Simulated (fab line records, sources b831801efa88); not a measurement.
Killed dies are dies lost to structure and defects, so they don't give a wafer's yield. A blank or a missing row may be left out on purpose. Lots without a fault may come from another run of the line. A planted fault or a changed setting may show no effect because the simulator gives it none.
fab line records | flow gf180mcu
record lots=14 wafers=42 last_day=34
route steps=602 shown VT_IMPLANT@133 DUAL_GATE@154 POLY_GATE@165
lots that met no fault: from a run of the same line without faults
start_h: hours from the record's first day to the start of the lot's first wafer shown | wait_h: hours since the lot's step before | " the same as in the row above | L1.1+2: a row that stands for several wafers | - no value, or no start given | * or withheld: withheld | < > ~ a bound
route shown NAME@n: a module of which the file shows steps, and the number in the route of the first | usual: mean/standard deviation of fault-free wafers | same: alike in all rows | chamber/n: place in a boat | sites: the reading at each site | _std_site: their standard deviation | _edge_site: outer sites' mean less inner sites' | radius_mm: how far each site lies from the wafer's centre | mask NAME#n: copy n | behind: the tool/chamber that last shaped the wafer | hold: why the lot was held/for how many hours/how that ended | device: the transistor (n, p or np) that didn't switch | end of line: the same wafers' tests at the end of the route | a step without rows: its recipe alone | killed: dies lost to structure and defects at the first sort, not the wafer's yield | map: a wafer's dies, x killed, . not, _ none there
set.NAME: the setting as run; set.NAME@STEP: as run at that earlier step | model.NAME: the simulator's own value behind a step, which no gauge read
steps of the route over a sample of lots; a table a step, a row a wafer
services: from which hour (start_h, from the record's first day; less than 0 if before it) a tool's chamber was out of use, for how many hours, and why
## steps
# step GF_VT_IMPLANT_TW_MEAS_43
# usual VT_IMPLANT_4_TW=690/5.8
# columns lot.wafer tool chamber start_h wait_h VT_IMPLANT_4_TW
L325.1 film_metro-04 - 154.01 0.1 690
L325.3 " - " " 688
L325.5 " - " " 689
L326.2 film_metro-04 - 161.05 0.1 687
L326.3 " - " " 687
L326.5 " - " " 684
L329.1 film_metro-01 - 183.14 0.1 683
L329.2 " - " " 685
L329.4 " - " " 687
L332.1 film_metro-01 - 203.46 0.1 686
L332.3 " - " " 686
L332.6 " - " " 687
L333.3 film_metro-01 - 217.17 0.1 685
L333.5 " - " " 683
L333.6 " - " " 684
L334.1 film_metro-01 - 230.50 0.1 683
L334.3 " - " " 687
L334.6 " - " " 682
L335.4 film_metro-03 - 231.79 0.1 692
L335.5 " - " " 694
L335.6 " - " " 690
L336.3 film_metro-04 - 242.08 0.1 696
L336.4 " - " " 694
L336.5 " - " " 693
L337.1 film_metro-01 - 243.36 0.1 686
L337.5 " - " " 686
L337.6 " - " " 683
L338.3 film_metro-01 - 253.67 0.1 686
L338.4 " - " " 685
L338.6 " - " " 684
L343.3 film_metro-04 - 278.51 0.1 694
L343.5 " - " " 693
L343.6 " - " " 694
L344.1 film_metro-04 - 295.56 0.1 689
L344.2 " - " " 693
L344.4 " - " " 689
L345.2 film_metro-03 - 296.21 0.1 695
L345.4 " - " " 696
L345.6 " - " " 697
L348.2 film_metro-04 - 312.62 0.1 692
L348.3 " - " " 697
L348.5 " - " " 692
# step GF_VT_IMPLANT_RTA_45
# recipe temp_c=1050 time_s=30 ambient=N2
# usual chamber_o2_ppm=1.998/0.021 lamp_power_pct=35.1/0.8 wafer_temp_C_max=1056.4/2.7
# columns lot.wafer tool chamber start_h wait_h chamber_o2_ppm lamp_power_pct wafer_temp_C_max
L325.1 rtp_anneal-01 0 154.13 0.0 2.012 34.4 1057.3
L325.3 " 0 " " 1.994 34.4 1055.6
L325.5 " 0 " " 2.026 34.4 1061.9
L326.2 rtp_anneal-01 0 161.17 0.0 1.946 34.5 1058.2
L326.3 " 0 " " 1.970 34.4 1058.0
L326.5 " 0 " " 1.985 34.5 1057.6
L329.1 rtp_anneal-01 0 183.25 0.0 2.012 34.4 1058.5
L329.2 " 0 " " 1.993 34.5 1056.1
L329.4 " 0 " " 1.988 34.4 1057.0
L332.1 rtp_anneal-01 0 203.57 0.0 1.970 34.5 1058.2
L332.3 " 0 " " 1.975 34.5 1058.6
L332.6 " 0 " " 2.004 34.5 1057.1
L333.3 rtp_anneal-02 0 217.30 0.0 1.994 36.1 1053.6
L333.5 " 0 " " 1.992 36.1 1053.7
L333.6 " 0 " " 2.015 36.1 1054.5
L334.1 rtp_anneal-01 0 230.61 0.0 2.043 34.5 1058.9
L334.3 " 0 " " 2.018 34.5 1058.6
L334.6 " 0 " " 1.994 34.5 1059.1
L335.4 rtp_anneal-01 0 231.92 0.1 2.052 34.4 1058.6
L335.5 " 0 " " 2.050 34.4 1059.4
L335.6 " 0 " " 2.038 34.4 1057.9
L336.3 rtp_anneal-01 0 242.21 0.0 2.015 34.5 1060.4
L336.4 " 0 " " 1.996 34.4 1057.1
L336.5 " 0 " " 2.012 34.4 1057.9
L337.1 rtp_anneal-02 0 243.47 0.0 2.007 36.2 1052.3
L337.5 " 0 " " 2.000 36.1 1053.2
L337.6 " 0 " " 2.034 36.1 1054.0
L338.3 rtp_anneal-01 0 253.80 0.0 1.990 34.5 1059.1
L338.4 " 0 " " 2.003 34.5 1058.5
L338.6 " 0 " " 2.001 34.5 1058.5
L343.3 rtp_anneal-01 0 278.63 0.0 2.008 34.5 1058.4
L343.5 " 0 " " 1.976 34.5 1058.6
L343.6 " 0 " " 2.017 34.4 1057.4
L344.1 rtp_anneal-01 0 295.67 0.0 2.005 34.4 1056.2
L344.2 " 0 " " 2.015 34.5 1057.5
L344.4 " 0 " " 2.044 34.4 1057.0
L345.2 rtp_anneal-02 0 296.33 0.0 1.992 36.1 1053.3
L345.4 " 0 " " 2.010 36.1 1053.0
L345.6 " 0 " " 1.981 36.1 1054.1
L348.2 rtp_anneal-02 0 312.74 0.0 1.972 36.1 1051.8
L348.3 " 0 " " 1.995 36.1 1053.3
L348.5 " 0 " " 1.958 36.2 1053.2
# step GF_DUAL_GATE_STRIP_13
# recipe chemistry=O2/N2 power_w=1400 pressure_mtorr=1500 platen_temp_c=250 o2_flow_sccm=3000 n2_flow_sccm=300 overash_fraction=0.5
# usual drypump_motor_current_A=5.6/0.53 heater_power_w=341/36 oes_product_au=0.717/0.0046 strip_time_to_endpoint_s=12.63/0.034
# columns lot.wafer tool chamber start_h wait_h drypump_motor_current_A heater_power_w oes_product_au rf_hours_counter_h strip_time_to_endpoint_s
L325.1 plasma_asher-04 1 173.07 0.0 4.8 291 0.715 55 12.60
L325.3 " 0 " " 5.7 303 0.725 - 12.60
L325.5 " 0 " " 5.7 309 0.709 - 12.62
L326.2 plasma_asher-04 0 180.69 0.0 5.7 310 0.718 56 12.64
L326.3 " 1 " " 4.8 291 0.715 - 12.58
L326.5 " 0 " " 5.7 307 0.718 - 12.62
L329.1 plasma_asher-02 0 202.57 0.0 5.2 377 0.721 8 12.59
L329.2 " 1 " " 6.0 353 0.721 8 12.60
L329.4 " 0 " " 5.2 369 0.717 - 12.60
L332.1 plasma_asher-02 0 223.14 0.0 5.2 366 0.712 11 12.63
L332.3 " 1 " " 6.1 355 0.720 - 12.62
L332.6 " 0 " " 5.2 363 0.715 - 12.58
L333.3 plasma_asher-04 0 240.40 0.0 5.7 316 0.717 - 12.61
L333.5 " 0 " " 5.7 319 0.713 - 12.57
L333.6 " 1 " " 4.8 283 0.724 - 12.61
L334.1 plasma_asher-04 0 250.99 0.0 5.7 313 0.717 62 12.54
L334.3 " 0 " " 5.7 305 0.713 - 12.57
L334.6 " 0 " " 5.7 299 0.718 - 12.57
L335.4 plasma_asher-04 1 252.97 0.0 4.8 295 0.721 - 12.65
L335.5 " 0 " " 5.7 309 0.716 - 12.64
L335.6 " 1 " " 4.8 284 0.721 - 12.67
L336.3 plasma_asher-01 1 262.45 0.0 5.6 375 0.723 - 12.65
L336.4 " 0 " " 6.4 375 0.721 - 12.63
L336.5 " 0 " " 6.4 392 0.725 - 12.68
L337.1 plasma_asher-02 1 263.79 0.0 6.1 360 0.722 15 12.60
L337.5 " 0 " " 5.2 360 0.728 - 12.61
L337.6 " 1 " " 6.1 347 0.710 - 12.58
L338.3 plasma_asher-02 0 273.95 0.0 5.2 361 0.724 - 12.63
L338.4 " 1 " " 6.0 359 0.704 - 12.61
L338.6 " 1 " " 6.0 353 0.716 - 12.62
L343.3 plasma_asher-01 1 300.99 0.0 5.7 366 0.718 - 12.66
L343.5 " 0 " " 6.4 385 0.714 - 12.70
L343.6 " 1 " " 5.7 363 0.717 - 12.65
L344.1 plasma_asher-01 1 317.34 0.0 5.7 375 0.712 62 12.63
L344.2 " 0 " " 6.5 389 0.723 62 12.67
L344.4 " 1 " " 5.7 366 0.721 - 12.65
L345.2 plasma_asher-01 1 320.32 0.0 5.6 376 0.714 62 12.66
L345.4 " 1 " " 5.6 371 0.712 - 12.62
L345.6 " 1 " " 5.6 375 0.713 - 12.64
L348.2 plasma_asher-01 1 336.09 0.0 5.7 367 0.719 64 12.58
L348.3 " 0 " " 6.4 386 0.718 - 12.64
L348.5 " 1 " " 5.6 361 0.715 - 12.62
# step GF_POLY_GATE_PEB_08
# recipe peb_temp_c=135 peb_time_s=90 resist=KrF
# usual chill_plate_temp_C=23.01/0.1 exhaust_pa=45.2/0.81
# columns lot.wafer tool chamber start_h wait_h chill_plate_temp_C exhaust_pa
L325.1 litho_track-03 0 193.02 - 22.91 45.0
L325.3 " 0 " " 23.00 44.4
L325.5 " 0 " " 23.03 45.3
L326.2 litho_track-02 0 200.70 - 22.98 45.9
L326.3 " 0 " " 23.13 45.9
L326.5 " 0 " " 23.13 45.2
L329.1 litho_track-01 0 223.28 - 23.14 45.9
L329.2 " 0 " " 23.04 45.2
L329.4 " 0 " " 23.16 45.0
L332.1 litho_track-01 0 246.48 - 23.04 46.5
L332.3 " 0 " " 22.93 44.6
L332.6 " 0 " " 22.97 45.2
L333.3 litho_track-01 0 261.79 - 23.18 45.5
L333.5 " 0 " " 22.93 45.6
L333.6 " 0 " " 23.04 45.7
L334.1 litho_track-03 0 271.82 - 23.03 45.8
L334.3 " 0 " " 23.01 45.6
L334.6 " 0 " " 22.95 46.2
L335.4 litho_track-02 0 274.07 - 22.76 45.4
L335.5 " 0 " " 22.86 44.5
L335.6 " 0 " " 22.97 45.8
L336.3 litho_track-02 0 287.28 - 23.01 45.0
L336.4 " 0 " " 23.03 45.1
L336.5 " 0 " " 23.06 44.2
L337.1 litho_track-01 0 287.43 - 22.86 44.6
L337.5 " 0 " " 23.07 45.6
L337.6 " 0 " " 23.06 44.8
L338.3 litho_track-01 0 296.39 - 22.97 46.4
L338.4 " 0 " " 22.88 44.6
L338.6 " 0 " " 23.03 45.8
L343.3 litho_track-01 0 324.94 - 23.16 44.9
L343.5 " 0 " " 23.05 46.1
L343.6 " 0 " " 23.13 45.4
L344.1 litho_track-03 - 342.22 - - -
L344.2 " - " " - -
L344.4 " - " " - -
L345.2 litho_track-01 - 343.51 - - -
L345.4 " - " " - -
L345.6 " - " " - -
L348.2 litho_track-03 0 361.46 - 22.80 46.6
L348.3 " 0 " " 22.90 46.7
L348.5 " 0 " " 22.96 46.0
## services
# columns tool chamber start_h hours kind
plasma_asher-01 - 181.17 1.0 repair
plasma_asher-04 - 211.53 2.8 repair
plasma_asher-04 - 228.34 2.5 repair
rtp_anneal-01 - 260.07 4.3 pm
plasma_asher-04 - 261.77 2.8 pm
## key
first_sign step=GF_POLY_GATE_PEB_08 reading=tool_record direction=missing
effect none on later readings
met_at GF_POLY_GATE_PEB_08
struck_lots L344,L345
later_rows_left_out L344.1,L344.2,L344.4,L345.2,L345.4,L345.6
sort_left_out L344.1,L344.2,L344.4,L345.2,L345.4,L345.6
tester_left_out L344,L345
not_acting_at GF_VT_IMPLANT_TW_MEAS_43,GF_VT_IMPLANT_RTA_45,GF_DUAL_GATE_STRIP_13
onset_between 324.94 342.22
fault kind=skipped_step_whole tool=litho_track-01,litho_track-03 chamber=- onset_h=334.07 steps=GF_POLY_GATE_PEB_08 scope=struck_lots_only
# tester_left_out: of these lots the tester's yield and bins aren't shown, on N5 and GAA mostly nor the transistor test; their killed dies are dies lost to structure and defects alone, not to doping, threshold or leakage, so they don't give the yield
# sort_left_out: the simulated sort isn't trusted on such a fault, so these wafers' sort isn't shown, and their yield isn't known
# later_rows_left_out: the simulator's readings of these wafers behind a module that went badly wrong aren't trusted and aren't shown, but for the sort
